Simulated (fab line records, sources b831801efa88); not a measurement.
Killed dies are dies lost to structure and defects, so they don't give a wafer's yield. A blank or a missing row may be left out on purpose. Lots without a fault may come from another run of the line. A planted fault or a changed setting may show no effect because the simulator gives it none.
Split-lot experiment | flow sky130 | 5 lots, 27 wafers read, on a route of 708 steps

THE SPLIT
At SKY_SONOS_ONO_ETCH_15 (etches the open film in CHF3/O2, target depth 19.52 nm, time 7.8 s), the setting time_s was moved away from the recipe's 7.8 s on 6 of the 27 wafers read, by -37.9% to -19.4%. The other wafers ran this setting at the recipe's value.

The reading is taken at the split's own step.

THE READING
SONOS_ONO.feature_depth_nm (the simulator's own value, which no gauge read), in nm, at SKY_SONOS_ONO_ETCH_15 (etches the open film in CHF3/O2, target depth 19.52 nm, time 7.8 s). The file gives no usual value for it. The 21 wafers here that ran the recipe average 19.88 nm, standard deviation 0.26 nm.

wafer  | tool, chamber at the split | time_s as run, s | against the recipe | SONOS_ONO.feature_depth_nm, nm | against lot-mates on the recipe
L074.1 | rie_diel-02, 1             | 7.8              | recipe             | 20.02                          | -
L074.2 | rie_diel-02, 2             | 7.8              | recipe             | 20.25                          | -
L074.3 | rie_diel-02, 0             | 6.285            | -19.4%             | 15.68                          | -4.47
L074.4 | rie_diel-02, 1             | 6.285            | -19.4%             | 15.95                          | -4.20
L074.5 | rie_diel-02, 2             | 7.8              | recipe             | 20.19                          | -
L074.6 | rie_diel-02, 0             | 6.285            | -19.4%             | 15.44                          | -4.71
L076.3 | rie_diel-03, 0             | 7.8              | recipe             | 19.22                          | -
L076.4 | rie_diel-03, 1             | 7.8              | recipe             | 19.88                          | -
L076.5 | rie_diel-03, 3             | 7.8              | recipe             | 19.87                          | -
L081.1 | rie_diel-01, 0             | 7.8              | recipe             | 19.71                          | -
L081.2 | rie_diel-01, 1             | 7.8              | recipe             | 19.81                          | -
L081.3 | rie_diel-01, 2             | 7.8              | recipe             | 19.99                          | -
L081.4 | rie_diel-01, 0             | 7.8              | recipe             | 19.91                          | -
L081.5 | rie_diel-01, 2             | 7.8              | recipe             | 19.92                          | -
L081.6 | rie_diel-01, 1             | 7.8              | recipe             | 19.89                          | -
L082.1 | rie_diel-03, 3             | 7.8              | recipe             | 19.57                          | -
L082.2 | rie_diel-03, 2             | 7.8              | recipe             | 20.28                          | -
L082.3 | rie_diel-03, 0             | 7.8              | recipe             | 19.68                          | -
L082.4 | rie_diel-03, 1             | 7.8              | recipe             | 20.17                          | -
L082.5 | rie_diel-03, 2             | 7.8              | recipe             | 20.05                          | -
L082.6 | rie_diel-03, 1             | 7.8              | recipe             | 20.06                          | -
L084.1 | rie_diel-03, 2             | 4.845            | -37.9%             | 12.35                          | -7.32
L084.2 | rie_diel-03, 3             | 7.8              | recipe             | 19.46                          | -
L084.3 | rie_diel-03, 1             | 7.8              | recipe             | 19.99                          | -
L084.4 | rie_diel-03, 0             | 4.845            | -37.9%             | 12.06                          | -7.61
L084.5 | rie_diel-03, 3             | 4.845            | -37.9%             | 12.19                          | -7.48
L084.6 | rie_diel-03, 0             | 7.8              | recipe             | 19.57                          | -

THE FIT
A straight line over all 27 wafers: SONOS_ONO.feature_depth_nm changes by +0.205 nm for each +1% of time_s; r = +1.00; the points scatter about the line by 0.27 nm.
The same after taking each lot's own level away (the mean of its wafers on the recipe; 27 wafers): +0.203 nm for each +1%; r = +0.99; scatter 0.28 nm.
On that fit, the largest move of time_s shifts the reading by 7.7 nm.
The lots' own levels span 19.657 to 20.153 nm, that is 1.9 times the standard deviation above.
So the lot-to-lot level changes the slope little: the two slopes agree.
Check: with one of the wafers moved furthest among these (-37.9%) left out of the fit, the line predicts -7.87 nm for it against its lot-mates. It came out at -7.32 nm against them.

THE FILE'S OWN FIT
SONOS_ONO.feature_depth_nm changes by +0.204 nm for each +1% of time_s, r = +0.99.
